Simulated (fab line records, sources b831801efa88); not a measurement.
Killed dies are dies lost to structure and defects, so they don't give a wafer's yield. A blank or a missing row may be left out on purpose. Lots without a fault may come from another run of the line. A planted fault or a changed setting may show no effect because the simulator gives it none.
Problem report in the 8D (eight disciplines) form, filled by code | flow sky130 | the parts of the form that need people (team, actions taken, sign-off) are left out

1. THE PROBLEM
rotation_deg at SKY_LDD_N_IMPLANT_10 reads a mean of 281.87 degrees on 6 wafers of 2 lots; wafers without a fault read 203.00 degrees with a standard deviation of 0.043. That is +99 or more standard deviations from the usual mean.
First seen on wafer L719.3, day 22 00:15, on implanter-01. The record holds 39 wafers of 13 lots with a number at this step. Rule for "out", or "out of limits": more than 4 standard deviations from the usual mean. The other wafers with a number count as sound.

2. WHAT IT IS AND WHAT IT IS NOT
question                    | is                     | is not
which readings at this step | rotation_deg           | -
which lots                  | L719, L720             | L709, L710, L711, L712, L713, L716, L717, L728, L730, L731, L732
which wafers of those lots  | all that have a number | -
read on which tools         | implanter-01           | implanter-03, implanter-04
when                        | from day 22 00:15      | up to then (21 sound wafers); but 12 sound wafers of L728, L730, L731, L732 came after

3. SUSPECTS, AND WHAT RULES EACH OUT
Counting: a tool at a process step up to the reading stays a suspect if it ran every lot that is out and no sound lot after the first of them.
- implanter-01 at SKY_LDD_N_IMPLANT_10: ruled out as a lasting fault. Sound lots L732 ran on it after its first lot that is out, L719 (day 22 00:15).
Left after counting: nothing in the record.

4. THE CAUSE (what the simulator had put in)
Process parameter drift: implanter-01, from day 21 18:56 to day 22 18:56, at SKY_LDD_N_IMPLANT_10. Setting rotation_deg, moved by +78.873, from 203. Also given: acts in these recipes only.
Counting ruled it out, wrongly.

5. THE CHAIN OF EFFECTS, in route order
Each row: a reading whose mean over the struck wafers that have a number lies more than 3 standard deviations from the usual. Only readings for which the record gives a usual standard deviation are gone through. hours: the time from each lot's start at the first step in this table that gives one to its start at this step, as a median over the lots. sigmas: the change in usual standard deviations.
hours | step                 | reading      | usual          | on struck wafers | change | sigmas
0     | SKY_LDD_N_IMPLANT_10 | rotation_deg | 203.00 degrees | 281.87           | +78.87 | +99 or more
The process steps in it:
- SKY_LDD_N_IMPLANT_10

6. WHAT WOULD HAVE CAUGHT IT SOONER
In this record the first reading out of limits was taken at day 22 00:15, 5 hours after the fault began at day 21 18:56.
